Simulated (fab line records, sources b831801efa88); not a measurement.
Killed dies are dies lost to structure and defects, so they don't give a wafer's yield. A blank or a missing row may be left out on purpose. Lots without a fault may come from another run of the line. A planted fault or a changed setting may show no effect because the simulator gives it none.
Chamber matching | flow sky130 | SKY_CONTACT_CVD_00 on pecvd-02: 3 sister chambers
The step deposits Si3N4, target thk 75 nm. 6 wafers are shown with their chamber, then 7 later ones without.

WAFERS WITH THEIR CHAMBER
wafer  | chamber | heater_power_w (W) | heater_power_outer_w (W)
L934.6 | 1       | 796                | 454
L936.1 | 2       | 770                | 440
L936.2 | 0       | 466                | 268
L936.5 | 0       | 477                | 275
L942.2 | 2       | 664                | 359
L942.3 | 1       | 723                | 415

WAFERS WITHOUT THEIR CHAMBER
wafer  | heater_power_w (W) | heater_power_outer_w (W)
L942.4 | 474                | 284
L948.2 | 754                | 434
L948.4 | 575                | 333
L948.5 | 686                | 378
L950.1 | 580                | 364
L950.4 | 758                | 443
L950.5 | 730                | 416

WHICH CHAMBER EACH WENT THROUGH
wafer  | from the rows above          | in truth
L942.4 | 0                            | 0
L948.2 | can't be placed: 1 or 2      | 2
L948.4 | can't be placed: 0 or 2 or 1 | 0
L948.5 | can't be placed: 2 or 1      | 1
L950.1 | can't be placed: 2 or 0 or 1 | 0
L950.4 | can't be placed: 1 or 2      | 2
L950.5 | can't be placed: 2 or 1      | 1
Placed correctly: 1 of 7. Can't be placed from these rows: 6 (the true chamber is among the candidates in 6). Placed wrongly: 0.
How it was worked out, from the rows above alone: a wafer's distance from a chamber is the root of the sum, over the readings, of the square of ((its reading less the chamber's mean) divided by the reading's scatter). The wafer belongs to the nearest chamber; if the next one is less than 2 further off, it can't be placed. A chamber's mean is the mean of its shown wafers. The scatter: the root of (the sum of the squares of (reading less its chamber's mean) over the shown wafers, divided by (wafers less chambers)).
